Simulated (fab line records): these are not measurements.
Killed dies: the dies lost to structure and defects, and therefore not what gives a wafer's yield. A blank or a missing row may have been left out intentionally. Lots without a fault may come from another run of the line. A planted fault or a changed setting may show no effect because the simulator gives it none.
Chamber matching | flow sky130 | 3 sister chambers for SKY_VIA4_ETCH_12 on rie diel-01
The step etches SiO2 in C4F8/O2/Ar, stops on TiN, target depth 580 nm. 6 wafers are shown with their chamber, then 7 later ones without.

WAFERS PAIRED WITH THEIR CHAMBERS
wafer  | chamber | oes product au (a.u.)
L089.1 | 1       | 0.920
L089.4 | 0       | 0.919
L090.1 | 1       | 0.934
L090.2 | 0       | 0.921
L090.5 | 3       | 0.923
L093.1 | 3       | 0.926

WAFERS WHOSE CHAMBER IS MISSING
wafer  | oes product au (a.u.)
L093.3 | 0.929
L093.5 | 0.931
L095.4 | 0.922
L095.6 | 0.921
L092.2 | 0.928
L092.3 | 0.923
L092.5 | 0.931

THE CHAMBER EACH PASSED THROUGH
wafer  | from the rows above          | in truth
L093.3 | can't be placed: 1 or 3 or 0 | 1
L093.5 | can't be placed: 1 or 3 or 0 | 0
L095.4 | can't be placed: 0 or 3 or 1 | 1
L095.6 | can't be placed: 0 or 3 or 1 | 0
L092.2 | can't be placed: 1 or 3 or 0 | 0
L092.3 | can't be placed: 3 or 0 or 1 | 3
L092.5 | can't be placed: 1 or 3 or 0 | 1
0 of 7 placed correctly. Unplaceable from these rows: 7, with the true chamber sitting among the candidates in 7. Placed wrongly: 0.
How it was worked out, from the rows above alone: a wafer's distance from a chamber is the root of the sum, over the readings, of the square of ((its reading less the chamber's mean) divided by the reading's scatter). If the next closest chamber is less than 2 further off than the closest, the wafer can't be placed; otherwise it belongs to the closest. The mean given for a chamber averages the wafers shown for that chamber. The scatter: the root of (the sum of the squares of (reading less its chamber's mean) over the shown wafers, divided by (wafers less chambers)).
